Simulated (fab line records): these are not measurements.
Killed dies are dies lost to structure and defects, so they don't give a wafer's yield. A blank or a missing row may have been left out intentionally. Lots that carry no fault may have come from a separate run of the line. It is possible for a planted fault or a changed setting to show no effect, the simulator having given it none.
Which of the tools did it? + flow sky130 + Sampling: 12 lots, 36 wafers, 5 of 708 route steps

WHAT THE GAUGES READ, wafer by wafer
SKY_VT_ADJUST_LVTN_TW_MEAS_21.
| lot  | measured     | on            | VT_ADJUST_LVTN_2_TW |
|------|--------------|---------------|---------------------|
| L925 | day 8 07:28  | film_metro-02 | 189.1 187.0 187.0   |
| L926 | day 8 12:36  | film_metro-02 | 186.8 186.1 186.6   |
| L928 | day 9 01:39  | film_metro-02 | 188.8 186.8 188.6   |
| L930 | day 9 12:58  | film_metro-03 | 167.8 167.6 168.5   |
| L931 | day 9 20:22  | film_metro-01 | 166.5 167.3 165.2   |
| L932 | day 10 05:00 | film_metro-03 | 191.9 192.8 193.2   |
| L938 | day 12 05:16 | film_metro-03 | 191.2 191.0 190.4   |
| L939 | day 12 15:52 | film_metro-01 | 191.2 189.5 190.2   |
| L940 | day 12 16:10 | film_metro-01 | 190.3 190.2 190.0   |
| L942 | day 13 03:04 | film_metro-02 | 187.9 187.1 188.1   |
| L945 | day 15 00:00 | film_metro-01 | 189.3 190.0 190.3   |
| L946 | day 14 23:25 | film_metro-02 | 187.5 187.1 187.2   |

SKY_POLY_CUT_CD_MEAS_08: the cd target is 270 nm.
| lot  | measured     | on        | cd_nm (nm)        |
|------|--------------|-----------|-------------------|
| L925 | day 24 19:28 | cd_sem-01 | 271.2 271.8 271.1 |
| L926 | day 25 08:44 | cd_sem-01 | 270.2 269.4 270.4 |
| L928 | day 26 19:30 | cd_sem-01 | 269.6 269.7 268.3 |
| L930 | day 26 20:40 | cd_sem-01 | 271.9 269.5 270.4 |
| L931 | day 27 03:55 | cd_sem-02 | 269.0 268.2 269.6 |
| L932 | day 27 11:59 | cd_sem-02 | 270.8 270.9 269.7 |
| L938 | day 29 23:35 | cd_sem-01 | 271.4 270.4 271.3 |
| L939 | day 30 08:12 | cd_sem-02 | 270.4 270.4 268.6 |
| L940 | day 30 12:14 | cd_sem-02 | 268.1 267.0 267.0 |
| L942 | day 30 21:33 | cd_sem-01 | 270.4 271.6 272.1 |
| L945 | day 33 21:35 | cd_sem-01 | 270.4 270.6 270.1 |
| L946 | day 32 16:53 | cd_sem-01 | 268.9 269.7 270.2 |

WHICH TOOL RAN EACH LOT (tool, then ch and the chambers of the sampled wafers, then the start)
| lot  | SKY_FIELD_ISO_CMP_27         | SKY_VT_ADJUST_LVTN_IMPLANT_19   | SKY_SONOS_ONO_STRIP_17               |
|------|------------------------------|---------------------------------|--------------------------------------|
| L925 | cmp-01 ch 0,2, day 2 21:56   | implanter-02 ch 0, day 8 07:13  | plasma_asher-03 ch 0,1, day 13 06:09 |
| L926 | cmp-02 ch 0,1, day 3 02:55   | implanter-02 ch 0, day 8 12:23  | plasma_asher-02 ch 0,1, day 13 14:47 |
| L928 | cmp-02 ch 0,1,3, day 3 11:44 | implanter-02 ch 0, day 9 01:26  | plasma_asher-03 ch 0,1, day 14 06:49 |
| L930 | cmp-01 ch 0,1, day 3 22:11   | implanter-02 ch 0, day 9 12:45  | plasma_asher-04 ch 0,1, day 14 23:39 |
| L931 | cmp-01 ch 0,1, day 4 02:50   | implanter-02 ch 0, day 9 20:09  | plasma_asher-02 ch 0,1, day 15 07:29 |
| L932 | cmp-01 ch 1,3, day 4 09:31   | implanter-03 ch 0, day 10 04:45 | plasma_asher-02 ch 0,1, day 15 14:17 |
| L938 | cmp-01 ch 1,2, day 5 19:59   | implanter-03 ch 0, day 12 05:02 | plasma_asher-03 ch 0,1, day 18 03:02 |
| L939 | cmp-02 ch 0,1,3, day 6 05:01 | implanter-02 ch 0, day 12 15:38 | plasma_asher-03 ch 0,1, day 18 12:39 |
| L940 | cmp-01 ch 0,2, day 6 05:01   | implanter-03 ch 0, day 12 15:56 | plasma_asher-03 ch 0,1, day 18 14:32 |
| L942 | cmp-01 ch 0,1, day 6 12:19   | implanter-02 ch 0, day 13 02:50 | plasma_asher-02 ch 0,1, day 19 04:53 |
| L945 | cmp-02 ch 2,3, day 7 20:30   | implanter-02 ch 0, day 14 23:45 | plasma_asher-03 ch 0,1, day 21 11:59 |
| L946 | cmp-01 ch 0,2, day 7 20:33   | implanter-01 ch 0, day 14 23:10 | plasma_asher-02 ch 0,1, day 21 07:20 |
- SKY_FIELD_ISO_CMP_27: polishes, stops on Si3N4, t overpolish 16 s, target thk 457.8 nm.
- SKY_VT_ADJUST_LVTN_IMPLANT_19
- SKY_SONOS_ONO_STRIP_17: strips in O2/N2.

AS READ BY THE TOOLS THEMSELVES (means over the sampled wafers that have a number; for cases with no such wafer, the mark the record gives instead)
SKY_FIELD_ISO_CMP_27.
| lot  | tool   | motor_current_A (A) | overpolish_run_s (s) | time_to_endpoint_s (s) |
|------|--------|---------------------|----------------------|------------------------|
| L925 | cmp-01 | 14.0                | 16.006               | 115                    |
| L926 | cmp-02 | 12.5                | 15.993               | 112                    |
| L928 | cmp-02 | 12.5                | 15.989               | 115                    |
| L930 | cmp-01 | 14.6                | 16.001               | 114                    |
| L931 | cmp-01 | 13.6                | 16.006               | 107                    |
| L932 | cmp-01 | 12.6                | 16.000               | 110                    |
| L938 | cmp-01 | 12.8                | 16.001               | 111                    |
| L939 | cmp-02 | 12.3                | 15.990               | 117                    |
| L940 | cmp-01 | 14.0                | 16.002               | 109                    |
| L942 | cmp-01 | 14.3                | 16.006               | 110                    |
| L945 | cmp-02 | 13.1                | 15.997               | 120                    |
| L946 | cmp-01 | 13.7                | 16.006               | 110                    |

SKY_VT_ADJUST_LVTN_IMPLANT_19.
| lot  | tool         | dose_ions_cm2 | faraday_current_uA |
|------|--------------|---------------|--------------------|
| L925 | implanter-02 | 6.501e+11     | 3.64               |
| L926 | implanter-02 | 6.502e+11     | 3.59               |
| L928 | implanter-02 | 6.491e+11     | 3.65               |
| L930 | implanter-02 | 4.002e+11     | 2.24               |
| L931 | implanter-02 | 4.005e+11     | 2.31               |
| L932 | implanter-03 | 6.499e+11     | 3.68               |
| L938 | implanter-03 | 6.498e+11     | 3.69               |
| L939 | implanter-02 | 6.511e+11     | 3.73               |
| L940 | implanter-03 | 6.509e+11     | 3.65               |
| L942 | implanter-02 | 6.502e+11     | 3.74               |
| L945 | implanter-02 | 6.501e+11     | 3.64               |
| L946 | implanter-01 | 6.495e+11     | 3.63               |

SKY_SONOS_ONO_STRIP_17.
| lot  | tool            | chamber_pressure_mTorr (mTorr) | drypump_motor_current_A (A) | oes_product_au (a.u.) | strip_time_to_endpoint_s (s) |
|------|-----------------|--------------------------------|-----------------------------|-----------------------|------------------------------|
| L925 | plasma_asher-03 | 1500.3                         | 6.1                         | 0.713                 | 14.05                        |
| L926 | plasma_asher-02 | 1500.0                         | 6.2                         | 0.709                 | 14.12                        |
| L928 | plasma_asher-03 | 1499.4                         | 5.8                         | 0.711                 | 14.06                        |
| L930 | plasma_asher-04 | 1500.2                         | 5.4                         | 0.707                 | 14.14                        |
| L931 | plasma_asher-02 | 1501.6                         | 6.1                         | 0.708                 | 14.06                        |
| L932 | plasma_asher-02 | 1500.3                         | 6.1                         | 0.705                 | 14.09                        |
| L938 | plasma_asher-03 | 1500.6                         | 5.8                         | 0.713                 | 14.13                        |
| L939 | plasma_asher-03 | 1499.1                         | 6.1                         | 0.709                 | 14.06                        |
| L940 | plasma_asher-03 | 1499.8                         | 5.8                         | 0.707                 | 14.15                        |
| L942 | plasma_asher-02 | 1499.7                         | 6.1                         | 0.711                 | 14.13                        |
| L945 | plasma_asher-03 | 1499.8                         | 5.7                         | 0.707                 | 14.14                        |
| L946 | plasma_asher-02 | 1500.2                         | 6.1                         | 0.706                 | 14.13                        |

THE ANSWER, worked out from the rows above alone
Rule: usual is defined by the lots themselves. The widest of any qualifying gaps counts: lots, ordered by their means at a reading, are off when they make up no more than a third of the lots, leave a main group of 4 or more, and stand apart from it by 3 or more times the standard deviation of that group's means. A main group whose means are all the same, to the digits that the tables above print for the reading, isn't used. Also off: a lot with no number at a reading for which 4 or more lots have one. The other lots that the step has rows for count as sound. After the gauges, taken in route order, come the tools' own readings; for these a lot's mean is taken, as printed above. The first step at which some lot is off is used, and at that step the reading that is off furthest; a lot without a number counts as furthest.
Off: at SKY_VT_ADJUST_LVTN_TW_MEAS_21 (VT_ADJUST_LVTN_2_TW), L930, L931. The main group: mean 189.1, standard deviation 1.8.
A tool fits if, at a process step before that reading, it ran every lot that is off, and no sound lot after the first of them. Not tried: the gauges at SKY_VT_ADJUST_LVTN_TW_MEAS_21; whatever is off there is also off at SKY_VT_ADJUST_LVTN_IMPLANT_19, on other tools, and gauge error can't account for it. Not one of the candidates tried fits.

WHAT THE SIMULATOR HAD INSERTED
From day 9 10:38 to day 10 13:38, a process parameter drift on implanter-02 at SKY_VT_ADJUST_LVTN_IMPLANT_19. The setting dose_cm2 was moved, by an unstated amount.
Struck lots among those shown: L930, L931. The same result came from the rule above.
